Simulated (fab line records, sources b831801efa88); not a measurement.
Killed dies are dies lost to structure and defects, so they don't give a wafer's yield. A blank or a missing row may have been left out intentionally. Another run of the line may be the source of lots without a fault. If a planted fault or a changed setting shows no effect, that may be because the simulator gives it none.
A struck lot beside a sound one ; flow gf180mcu ; 23 out of 602 route steps
Sound: the wafers L356.3, L356.4, L356.6. Wafers L348.1, L348.3, L348.4 were the ones struck. At the end, the cause is stated.
For every step that has rows: the tool of each side, followed by ch and its chambers, followed by its first start. Under that, the readings that differ: sound wafers ; struck wafers ; difference of the means ; sigmas: that difference in standard deviations of wafers without a fault.
alike: a reading whose means differ by less than 2 such deviations, as well as words and numbers matching on both sides. not compared: withheld readings; readings where some wafer has no value; bounds like >300 that might hide an equal value; numbers whose values overlap and for which the record gives no deviation.
The two part at a step that has a row with sigmas, a row that says differs or no value, or rows on one side only. Non-overlapping numbers with no deviation appear without sigmas and do not part them. Lack of a reading on every wafer of one side parts them only where that side has two or more wafers.

first, 2 steps without rows for these wafers: GF_HV_LDD_PEB_29; GF_HV_LDD_DEVELOP_30 (develop time 60 s).
GF_HV_LDD_CD_MEAS_31: target cd 400 nm.
  struck on cdSem-01, day 16 01:19; sound on cdSem-02, day 17 21:54
  alike: cdNm
GF_HV_LDD_OVL_MEAS_32:
  struck on overlay-02, day 16 01:26; sound on overlay-02, day 17 21:59
reading;sound;struck;difference;sigmas
HV_LDD_02_OVL (nm);-2.4 -2.7 -3.6;0.2 1.1 0.3;+3.4;+2
then, 4 steps without rows for these wafers: GF_HV_LDD_IMPLANT_33; GF_HV_LDD_IMPLANT_34; GF_HV_LDD_IMPLANT_35; GF_HV_LDD_IMPLANT_36.
GF_HV_LDD_STRIP_37: strips in O2/N2.
  sound on plasmaAsher-02 ch 0,1, day 17 22:39; struck on plasmaAsher-04 ch 0,1, day 16 02:04
  alike: drypumpMotorCurrentA, heaterPowerW, oesProductAu, stripTimeToEndpointS
  not compared: rfHoursCounterH
GF_HV_LDD_TW_MEAS_38:
  struck on filmMetro-03, day 16 02:10; sound on filmMetro-04, day 17 22:44
  alike: HV_LDD_3_TW
then, 2 steps without rows for these wafers: GF_HV_LDD_DEHYDRATE_39 (time 60 s); GF_HV_LDD_HMDS_40 (prime time 60 s).
GF_HV_LDD_COAT_41: resist thk 1000 nm.
  sound on lithoTrack-04 ch 0, day 18 10:04; struck on lithoTrack-02 ch 0, day 16 12:59
reading;sound;struck;difference;sigmas
dispensePressureKPa (kPa);57 57 57;48 48 48;-9;-2
spinSpeedRpm (rpm);3002.0 3002.5 3004.2;2193.1 2192.6 2197.7;-808.4;-99 or more
model.NOVOLAK_of_HV_LDD_COAT_41.thkNm (nm);1002 1001 1002;1173 1171 1170;+170;
then, 3 steps without rows for these wafers: GF_HV_LDD_SOFTBAKE_42 (time 60 s); GF_HV_LDD_EXPOSE_43 (exposes mask Pplus HV AREA, target cd 400 nm); GF_HV_LDD_PEB_44.
GF_HV_LDD_DEVELOP_45: develop time 60 s.
  sound on lithoTrack-02 ch 0, day 18 21:11; struck on lithoTrack-02 ch 0, day 17 00:38
reading;sound;struck;difference;sigmas
model.NOVOLAK_of_HV_LDD_COAT_41.thkNm (nm);1001 1000 1002;1173 1170 1169;+170;
GF_HV_LDD_CD_MEAS_46: target cd 400 nm.
  struck on cdSem-02, day 17 00:47; sound on cdSem-02, day 18 21:19
reading;sound;struck;difference;sigmas
cdNm (nm);396.6 399.0 396.9;386.2 384.5 385.8;-12.0;-6
GF_HV_LDD_OVL_MEAS_47:
  struck on overlay-01, day 17 00:54; sound on overlay-01, day 18 21:25
  alike: HV_LDD_03_OVL
following that, these wafers have no rows for 1 step: GF_HV_LDD_IMPLANT_48.
GF_HV_LDD_STRIP_49: strips in O2/N2.
  sound on plasmaAsher-02 ch 0,1, day 18 21:37; struck on plasmaAsher-01 ch 0,1, day 17 01:05
reading;sound;struck;difference;sigmas
stripTimeToEndpointS (s);12.63 12.64 12.65;14.54 14.51 14.49;+1.87;+42
  alike: drypumpMotorCurrentA, heaterPowerW, oesProductAu
  not compared: rfHoursCounterH
GF_HV_LDD_TW_MEAS_50:
  struck on filmMetro-02, day 17 01:11; sound on filmMetro-04, day 18 21:43
  alike: HV_LDD_4_TW
following that, these wafers have no rows for 1 step: GF_PASSIVATION_PROBE_99.

## WHERE THEY PART
At GF_HV_LDD_OVL_MEAS_32 first; at GF_HV_LDD_STRIP_49 last (within this record only). Later steps at which nothing parts them and some readings are alike: GF_HV_LDD_TW_MEAS_50.

WHY: the cause the simulator had injected
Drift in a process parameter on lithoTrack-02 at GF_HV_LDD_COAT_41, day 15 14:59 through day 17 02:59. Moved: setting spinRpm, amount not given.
